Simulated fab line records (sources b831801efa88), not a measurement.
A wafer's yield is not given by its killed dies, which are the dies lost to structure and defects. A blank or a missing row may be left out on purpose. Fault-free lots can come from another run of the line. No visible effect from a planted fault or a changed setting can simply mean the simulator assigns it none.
Commonality check across tools + flow gf180mcu + Lots sampled 12, wafers sampled 36

REASON FOR OPENING
At GF_PSD_RS_MEAS_14 the reading NSD_RS is flagged on 2 of 12 lots. No-fault wafers: 46.10 ohm/sq, standard deviation 0.095.
Rule: a lot is flagged when every wafer of it that has a number lies more than 4 standard deviations from that mean, or none has a number. The rest of the lots are taken to be sound.

| lot  | measured     | on            | NSD_RS (ohm/sq), wafer by wafer | flag    |
|------|--------------|---------------|---------------------------------|---------|
| L690 | day 14 03:20 | film metro-03 | 46.15 46.21 46.15               |         |
| L691 | day 14 13:47 | film metro-03 | 46.09 46.14 46.14               |         |
| L694 | day 15 17:16 | film metro-02 | 46.14 46.24 46.20               |         |
| L695 | day 15 23:33 | film metro-01 | 46.25 46.14 46.27               |         |
| L697 | day 16 13:10 | film metro-01 | 46.01 46.12 46.11               |         |
| L701 | day 18 00:08 | film metro-02 | 49.16 49.13 49.22               | FLAGGED |
| L704 | day 19 07:06 | film metro-01 | 49.12 49.23 49.14               | FLAGGED |
| L707 | day 20 09:52 | film metro-01 | 46.04 46.07 46.08               |         |
| L708 | day 20 15:57 | film metro-01 | 46.12 46.07 46.04               |         |
| L711 | day 21 17:06 | film metro-02 | 46.21 46.25 46.22               |         |
| L712 | day 21 22:26 | film metro-02 | 46.13 46.10 46.31               |         |
| L713 | day 22 07:07 | film metro-02 | 46.12 46.11 46.12               |         |
The numbers of the flagged lots are 49.17 ohm/sq on average: +3.07 ohm/sq against the usual, or +32 standard deviations.

WHICH TOOL EACH LOT WENT THROUGH
2 process steps preceding the reading are held in the record, out of 602 steps in the route. Each cell gives the tool, then ch followed by the chambers the sampled wafers passed through, then the start.
| lot  | flag    | GF_NSD_IMPLANT_10               | GF_NSD_STRIP_11                      |
|------|---------|---------------------------------|--------------------------------------|
| L690 |         | implanter-02 ch 0, day 13 05:55 | plasma asher-04 ch 0,1, day 13 06:02 |
| L691 |         | implanter-02 ch 0, day 13 15:50 | plasma asher-03 ch 0,1, day 13 15:58 |
| L694 |         | implanter-03 ch 0, day 14 19:18 | plasma asher-03 ch 0, day 14 19:26   |
| L695 |         | implanter-01 ch 0, day 15 01:19 | plasma asher-01 ch 1, day 15 01:26   |
| L697 |         | implanter-03 ch 0, day 15 14:49 | plasma asher-04 ch 0,1, day 15 14:56 |
| L701 | FLAGGED | implanter-03 ch 0, day 17 00:58 | plasma asher-04 ch 0,1, day 17 01:05 |
| L704 | FLAGGED | implanter-03 ch 0, day 18 06:28 | plasma asher-03 ch 0,1, day 18 06:36 |
| L707 |         | implanter-02 ch 0, day 19 09:48 | plasma asher-03 ch 0,1, day 19 09:55 |
| L708 |         | implanter-02 ch 0, day 19 16:14 | plasma asher-01 ch 0,1, day 19 16:23 |
| L711 |         | implanter-02 ch 0, day 20 16:51 | plasma asher-04 ch 1, day 20 16:58   |
| L712 |         | implanter-01 ch 0, day 20 21:31 | plasma asher-03 ch 0,1, day 20 21:38 |
| L713 |         | implanter-03 ch 0, day 21 06:07 | plasma asher-03 ch 0,1, day 21 06:13 |
What the steps here do:
- GF_NSD_IMPLANT_10
- GF_NSD_STRIP_11: strips in O2/N2.
- GF_PSD_RS_MEAS_14: measures by four-point-probe.

FLAGGED OVER TOTAL, TOOL BY TOOL (the gauges that took the reading come last)
| step              | tool            | lots run | flagged | share of the flagged lots | sound lots run after its first flagged lot |
|-------------------|-----------------|----------|---------|---------------------------|--------------------------------------------|
| GF_NSD_IMPLANT_10 | implanter-01    | 2        | 0       | none                      | -                                          |
| GF_NSD_IMPLANT_10 | implanter-02    | 5        | 0       | none                      | -                                          |
| GF_NSD_IMPLANT_10 | implanter-03    | 5        | 2       | all                       | 1 (L713)                                   |
| GF_NSD_STRIP_11   | plasma asher-01 | 2        | 0       | none                      | -                                          |
| GF_NSD_STRIP_11   | plasma asher-03 | 6        | 1       | some                      | 3 (L707,L712,L713)                         |
| GF_NSD_STRIP_11   | plasma asher-04 | 4        | 1       | some                      | 1 (L711)                                   |
| GF_PSD_RS_MEAS_14 | film metro-01   | 5        | 1       | some                      | 2 (L707,L708)                              |
| GF_PSD_RS_MEAS_14 | film metro-02   | 5        | 1       | some                      | 3 (L711,L712,L713)                         |
| GF_PSD_RS_MEAS_14 | film metro-03   | 2        | 0       | none                      | -                                          |

THE TABLE: WHAT IT ALLOWS
1 row of the table ran every flagged lot: implanter-03 at GF_NSD_IMPLANT_10.
- implanter-03 at GF_NSD_IMPLANT_10 ran 5 lots, 2 of them flagged. After the first flagged lot (L713), sound lots still ran on it; a lasting fault on the whole tool would not permit that. Its own readings lie more than 4 standard deviations out on every wafer of the flagged lots: dose ions cm2, faraday current uA.
None of the table's rows ran every flagged lot and, after the first, no sound lot.

WHAT THE SIMULATOR HAD PUT IN
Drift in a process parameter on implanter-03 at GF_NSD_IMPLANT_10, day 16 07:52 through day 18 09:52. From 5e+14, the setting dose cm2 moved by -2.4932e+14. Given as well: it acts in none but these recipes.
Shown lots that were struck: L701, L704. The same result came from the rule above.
